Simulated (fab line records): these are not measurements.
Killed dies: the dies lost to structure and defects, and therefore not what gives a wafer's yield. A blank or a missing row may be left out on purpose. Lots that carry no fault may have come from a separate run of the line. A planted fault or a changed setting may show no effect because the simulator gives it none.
Which tool did it? || flow gf180mcu || 36 wafers from 12 lots sampled at 2 of the route's 602 steps

WHAT EACH GAUGE READ, for each wafer
GF_VT_IMPLANT_OVL_MEAS_07.
{"lot": "L075", "measured": "day 5 18:20", "on": "overlay-02", "VT_IMPLANT_OVL (nm)": "0.5 0.0 0.1"}
{"lot": "L077", "measured": "day 6 09:56", "on": "overlay-02", "VT_IMPLANT_OVL (nm)": "2.4 -0.1 0.4"}
{"lot": "L079", "measured": "day 6 20:50", "on": "overlay-01", "VT_IMPLANT_OVL (nm)": "-0.9 -2.6 -1.0"}
{"lot": "L081", "measured": "day 7 08:23", "on": "overlay-01", "VT_IMPLANT_OVL (nm)": "2.3 1.4 1.1"}
{"lot": "L083", "measured": "day 7 21:05", "on": "overlay-02", "VT_IMPLANT_OVL (nm)": "2.5 2.9 -0.5"}
{"lot": "L085", "measured": "day 8 10:38", "on": "overlay-01", "VT_IMPLANT_OVL (nm)": "-0.7 1.2 1.6"}
{"lot": "L087", "measured": "day 9 02:20", "on": "overlay-01", "VT_IMPLANT_OVL (nm)": "0.4 0.9 -1.7"}
{"lot": "L089", "measured": "day 9 13:02", "on": "overlay-02", "VT_IMPLANT_OVL (nm)": "0.5 1.8 1.1"}
{"lot": "L091", "measured": "day 9 23:09", "on": "overlay-01", "VT_IMPLANT_OVL (nm)": "-0.3 -1.8 0.3"}
{"lot": "L093", "measured": "day 10 10:59", "on": "overlay-01", "VT_IMPLANT_OVL (nm)": "0.5 -1.3 0.1"}
{"lot": "L095", "measured": "day 10 20:05", "on": "overlay-01", "VT_IMPLANT_OVL (nm)": "0.5 1.3 2.5"}
{"lot": "L097", "measured": "day 11 18:26", "on": "overlay-01", "VT_IMPLANT_OVL (nm)": "1.6 0.3 0.6"}

WHICH TOOL RAN EACH LOT (tool, then ch and the chambers of the sampled wafers, then the start)
{"lot": "L075", "GF_STI_STRIP_15": "plasma_asher-04 ch 0,1, day 2 06:07"}
{"lot": "L077", "GF_STI_STRIP_15": "plasma_asher-01 ch 0,1, day 2 17:01"}
{"lot": "L079", "GF_STI_STRIP_15": "plasma_asher-02 ch 0,1, day 3 03:10"}
{"lot": "L081", "GF_STI_STRIP_15": "plasma_asher-01 ch 0,1, day 3 13:07"}
{"lot": "L083", "GF_STI_STRIP_15": "plasma_asher-02 ch 0,1, day 3 23:40"}
{"lot": "L085", "GF_STI_STRIP_15": "plasma_asher-01 ch 0,1, day 4 11:51"}
{"lot": "L087", "GF_STI_STRIP_15": "plasma_asher-04 ch 0,1, day 5 00:30"}
{"lot": "L089", "GF_STI_STRIP_15": "plasma_asher-02 ch 0,1, day 5 09:12"}
{"lot": "L091", "GF_STI_STRIP_15": "plasma_asher-02 ch 0,1, day 5 17:23"}
{"lot": "L093", "GF_STI_STRIP_15": "plasma_asher-02 ch 0,1, day 6 04:49"}
{"lot": "L095", "GF_STI_STRIP_15": "plasma_asher-02 ch 1, day 6 13:04"}
{"lot": "L097", "GF_STI_STRIP_15": "plasma_asher-01 ch 0,1, day 7 00:34"}
- GF_STI_STRIP_15: strips in O2/N2.

THE ANSWER, worked out from the rows above alone
Rule: the lots themselves supply what counts as usual. Put in order of their means at a reading, lots are off if they are a third of the lots or fewer, leave a main group of 4 or more, and stand apart from it by a gap of 3 or more times the standard deviation of the main group's means; of several such gaps the widest counts. A main group is skipped when, at the precision printed for the reading in the tables above, its means are all equal. A lot without any number at a reading at which 4 lots or more have one is off too. Any other lot the step has rows for is counted as sound.
Nothing can be told from this: no lot is off at any reading shown.

WHAT THE SIMULATOR HAD PUT IN
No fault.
